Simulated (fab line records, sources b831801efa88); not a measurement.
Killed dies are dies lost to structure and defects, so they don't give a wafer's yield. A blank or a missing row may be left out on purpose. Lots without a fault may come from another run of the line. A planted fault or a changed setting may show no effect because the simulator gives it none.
A sampling plan put to the test | flow sky130 | one fab line, 14 faults that these records tell of, each judged on the records of the lots that it struck
The plan is the line's own looks: the steps of the route at which a gauge or an inspection reads the wafer and doesn't change it. A look can be judged if struck wafers have a number there and the file gives its usual mean and standard deviation on fault-free wafers. Caught: at a look after the fault's first step, the mean of the struck wafers lies 4 or more of those standard deviations (sigma) from the usual mean. On the tool: the same test on the tool's own readings at the fault's steps. Another recipe on the struck wafers, or a record that is blank for them alone, also counts as caught.

THE FAULTS, as the simulator had put them in
1. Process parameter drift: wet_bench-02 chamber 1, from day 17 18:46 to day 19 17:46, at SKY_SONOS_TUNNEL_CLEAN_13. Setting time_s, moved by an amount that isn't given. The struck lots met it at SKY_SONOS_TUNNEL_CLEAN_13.
2. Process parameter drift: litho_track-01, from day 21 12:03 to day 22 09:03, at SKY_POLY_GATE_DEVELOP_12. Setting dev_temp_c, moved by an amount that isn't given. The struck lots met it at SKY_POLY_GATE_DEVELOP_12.
3. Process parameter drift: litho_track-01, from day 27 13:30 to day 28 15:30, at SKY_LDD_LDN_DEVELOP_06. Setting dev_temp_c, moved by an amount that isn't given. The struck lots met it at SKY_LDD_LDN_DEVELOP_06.
4. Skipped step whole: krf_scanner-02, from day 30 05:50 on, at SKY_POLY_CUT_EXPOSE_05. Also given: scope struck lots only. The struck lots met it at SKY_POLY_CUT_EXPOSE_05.
5. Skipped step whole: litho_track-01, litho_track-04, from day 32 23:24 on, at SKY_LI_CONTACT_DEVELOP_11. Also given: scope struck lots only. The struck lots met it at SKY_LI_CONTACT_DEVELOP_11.
6. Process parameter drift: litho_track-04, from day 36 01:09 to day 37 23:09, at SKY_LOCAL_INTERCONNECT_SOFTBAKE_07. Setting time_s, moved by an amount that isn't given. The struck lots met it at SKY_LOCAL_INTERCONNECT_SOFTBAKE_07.
7. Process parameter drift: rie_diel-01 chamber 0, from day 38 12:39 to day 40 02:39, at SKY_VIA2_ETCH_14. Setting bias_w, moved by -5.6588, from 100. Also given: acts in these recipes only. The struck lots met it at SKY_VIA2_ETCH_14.
8. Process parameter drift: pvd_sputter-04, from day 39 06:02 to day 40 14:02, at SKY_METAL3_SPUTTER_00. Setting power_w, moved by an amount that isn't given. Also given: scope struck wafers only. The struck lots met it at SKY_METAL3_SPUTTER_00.
9. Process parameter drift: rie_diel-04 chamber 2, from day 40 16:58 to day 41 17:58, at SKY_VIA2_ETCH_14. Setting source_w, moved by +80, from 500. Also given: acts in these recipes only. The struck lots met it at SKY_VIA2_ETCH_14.
10. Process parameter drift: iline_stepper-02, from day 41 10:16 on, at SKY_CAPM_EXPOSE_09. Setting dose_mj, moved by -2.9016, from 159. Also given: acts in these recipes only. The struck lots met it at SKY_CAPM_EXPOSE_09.
11. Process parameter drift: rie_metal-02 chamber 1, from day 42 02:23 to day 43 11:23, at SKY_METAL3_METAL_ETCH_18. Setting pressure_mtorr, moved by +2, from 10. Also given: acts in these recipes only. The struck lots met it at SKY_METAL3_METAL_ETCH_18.
12. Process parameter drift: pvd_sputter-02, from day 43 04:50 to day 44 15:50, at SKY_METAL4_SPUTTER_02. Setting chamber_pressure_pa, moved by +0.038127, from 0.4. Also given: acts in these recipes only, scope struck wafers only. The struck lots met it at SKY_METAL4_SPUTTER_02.
13. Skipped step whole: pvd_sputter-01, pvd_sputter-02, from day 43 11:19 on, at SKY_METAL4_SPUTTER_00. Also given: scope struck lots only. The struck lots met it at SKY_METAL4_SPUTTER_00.
14. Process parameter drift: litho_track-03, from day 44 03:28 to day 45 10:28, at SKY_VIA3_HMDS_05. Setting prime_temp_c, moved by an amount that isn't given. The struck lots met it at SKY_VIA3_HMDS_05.

WHAT THE PLAN SAW
fault | on the tool itself                               | first look that catches it                      | reading, sigma | median hours from its first step to that look | hours from the fault's start to the first struck lot there | judged looks passed uncaught
1     | run_length_s -6.6 sigma                          | none of the 2 looks that can be judged after it | -              | -                                             | -                                                          | 2
2     | developer_temp_C +6.2 sigma                      | not the one look that can be judged after it    | -              | -                                             | -                                                          | 1
3     | developer_temp_C -6.8 sigma                      | none of the 2 looks that can be judged after it | -              | -                                             | -                                                          | 2
4     | no reading that can be judged                    | no look after it can be judged                  | -              | -                                             | -                                                          | 0
5     | the tool's record is blank for the struck wafers | no look after it can be judged                  | -              | -                                             | -                                                          | 0
6     | run_length_s +99 or beyond sigma                 | not the one look that can be judged after it    | -              | -                                             | -                                                          | 1
7     | bias_w -21 sigma                                 | not the one look that can be judged after it    | -              | -                                             | -                                                          | 1
8     | cathode_dc_power_W -99 or beyond sigma           | no look after it can be judged                  | -              | -                                             | -                                                          | 0
9     | rf_fwd_power_W +34 sigma                         | not the one look that can be judged after it    | -              | -                                             | -                                                          | 1
10    | exposure_dose_mJ_cm2 -17 sigma                   | no look after it can be judged                  | -              | -                                             | -                                                          | 0
11    | chamber_pressure_mTorr +99 or beyond sigma       | no look after it can be judged                  | -              | -                                             | -                                                          | 0
12    | chamber_pressure_pa +49 sigma                    | no look after it can be judged                  | -              | -                                             | -                                                          | 0
13    | the tool's record is blank for the struck wafers | no look after it can be judged                  | -              | -                                             | -                                                          | 0
14    | prime_temp_c +6.8 sigma                          | no look after it can be judged                  | -              | -                                             | -                                                          | 0
A dash: the fault isn't caught, or these records don't give the number.

Caught at a look: 0 of 14. Caught on the tool: 13 of 14. By one or the other: 13 of 14.
Caught on the tool alone: faults 1, 2, 3, 5, 6, 7, 8, 9, 10, 11, 12, 13, 14.
Caught by neither: fault 4.
